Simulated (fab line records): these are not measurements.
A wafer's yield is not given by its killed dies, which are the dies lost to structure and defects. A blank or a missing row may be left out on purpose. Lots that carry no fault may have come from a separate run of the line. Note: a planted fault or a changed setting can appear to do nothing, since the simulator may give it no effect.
Code-filled problem report in 8D (eight disciplines) form || flow sky130 || the parts of the form that need people (team, actions taken, sign-off) are left out

## 1. THE ISSUE
Wafers free of any fault read 89.6 nm (standard deviation 1.3) for PASSIVATION_CVD_00_THK at SKY_PASSIVATION_THK_MEAS_01, against a mean of 122.5 nm on 3 wafers of 2 lots. Relative to the usual mean, that is a shift of +25 standard deviations.
First observed at day 48 10:01: wafer L435.3, on film_metro-02. At this step, 35 wafers from 12 lots have a number in the record. Rule for "out" (also "out of limits"): further than 4 standard deviations from the usual mean. Any other wafer with a number is counted as sound.

## 2. WHAT IT IS AND WHAT IT IS NOT
{"question": "which readings at this step", "is": "PASSIVATION_CVD_00_THK", "is not": "-"}
{"question": "which lots", "is": "L435, L437", "is not": "L418, L419, L420, L422, L426, L428, L429, L438, L439, L440"}
{"question": "which wafers of those lots", "is": "L435.3, L435.5, L437.3", "is not": "L437.4, L437.6"}
{"question": "read on which gauges", "is": "film_metro-02, film_metro-03", "is not": "film_metro-01"}
{"question": "when", "is": "from day 48 10:01", "is not": "up to then (21 sound wafers); but 11 sound wafers of L437, L438, L439, L440 came after"}

## 3. WHAT RULES OUT EACH SUSPECT
Counting: a tool at a process step up to the reading stays a suspect if it ran every lot that is out. Sound lots after the first of them don't rule it out here, since some wafers of a struck lot are sound.
- ruled out: the gauge at SKY_PASSIVATION_THK_MEAS_01. Those wafers that are out were read across 2 gauges (film_metro-02, film_metro-03).
- pecvd-01 at SKY_PASSIVATION_CVD_00 (deposits SiO2, target thk 90 nm): kept. Ran every lot that is out, first one L435 (day 48 09:58); last sound lot up to then L426 (day 46 07:18).
Left after counting: pecvd-01 at SKY_PASSIVATION_CVD_00.

## 4. THE CAUSE (what the simulator had put in)
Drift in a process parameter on pecvd-01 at SKY_PASSIVATION_CVD_00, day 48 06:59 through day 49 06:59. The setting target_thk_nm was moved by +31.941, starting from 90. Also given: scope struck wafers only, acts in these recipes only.
This tool alone remained once counting was done.

## 5. THE CHAIN OF EFFECTS, in route order
Rows list readings where the struck wafers' mean (over those with a number) sits beyond 3 standard deviations from the usual. Only readings for which the record gives a usual standard deviation are gone through. hours: the time from each lot's start at the first step in this table that gives one to its start at this step, as a median over the lots. sigmas: the change in usual standard deviations.
{"hours": 0, "step": "SKY_PASSIVATION_THK_MEAS_01", "reading": "PASSIVATION_CVD_00_THK", "usual": "89.6 nm", "on struck wafers": 122.5, "change": "+32.9", "sigmas": "+25"}

## 6. WHAT WOULD HAVE CAUGHT IT SOONER
3 hours passed between the start of the fault at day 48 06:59 and the first reading out of limits at a measuring or inspecting step in this record, taken at day 48 10:01.
Tool readings at SKY_PASSIVATION_CVD_00 with a usual standard deviation given in the record: none out on any struck wafer, hence no alarm at a limit of 4 standard deviations on them.
Among the 2 lots that are out, L437 began SKY_PASSIVATION_CVD_00 on pecvd-01 after day 48 10:01. A tool hold placed at that time would have kept it from harm.
